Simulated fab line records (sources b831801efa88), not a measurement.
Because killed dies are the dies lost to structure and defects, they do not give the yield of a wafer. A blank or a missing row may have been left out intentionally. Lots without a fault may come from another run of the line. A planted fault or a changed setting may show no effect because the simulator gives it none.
Which tool was responsible? + flow gf180mcu + Sampling: 6 lots, 18 wafers, 2 of 602 route steps

## WHAT THE GAUGES READ, wafer by wafer
GF_MIM_RS_MEAS_10: measurement is done with a four-point probe.
| lot  | measured     | on            | MIM_ALCU_RS (ohm/sq) |
|------|--------------|---------------|----------------------|
| L485 | day 25 07:26 | film_metro-01 | 0.1545 0.1558 0.1541 |
| L487 | day 25 20:52 | film_metro-03 | 0.1530 0.1520 0.1518 |
| L490 | day 27 06:01 | film_metro-03 | 0.1510 0.1524 0.1540 |
| L495 | day 28 14:46 | film_metro-04 | 0.1557 0.1570 0.1560 |
| L498 | day 29 04:50 | film_metro-03 | 0.1552 0.1526 0.1570 |
| L500 | day 29 22:14 | film_metro-01 | 0.1541 0.1522 0.1535 |

## TOOL THAT RAN EACH LOT (tool first, then ch and the chambers of the sampled wafers, then the start)
| lot  | GF_MIM_SPUTTER_07            |
|------|------------------------------|
| L485 | pvd_sputter-04, day 25 07:18 |
| L487 | pvd_sputter-01, day 25 20:46 |
| L490 | pvd_sputter-04, day 27 05:55 |
| L495 | pvd_sputter-01, day 28 14:40 |
| L498 | pvd_sputter-04, day 29 04:44 |
| L500 | pvd_sputter-02, day 29 22:09 |
- GF_MIM_SPUTTER_07: material TiN, target thk 60 nm, time 50 s.

## THE ANSWER, worked out from the rows above alone
Rule: usual is defined by the lots themselves. Put in order of their means at a reading, lots are off if they are a third of the lots or fewer, leave a main group of 4 or more, and stand apart from it by a gap of 3 or more times the standard deviation of the main group's means; of several such gaps the widest counts. A main group is skipped when, at the precision printed for the reading in the tables above, its means are all equal. Also off: a lot with no number at a reading for which 4 or more lots have one. Where the step has rows for the other lots, those lots are counted as sound.
Nothing can be told from this: no lot is off at any reading shown.

## WHAT THE SIMULATOR HAD INSERTED
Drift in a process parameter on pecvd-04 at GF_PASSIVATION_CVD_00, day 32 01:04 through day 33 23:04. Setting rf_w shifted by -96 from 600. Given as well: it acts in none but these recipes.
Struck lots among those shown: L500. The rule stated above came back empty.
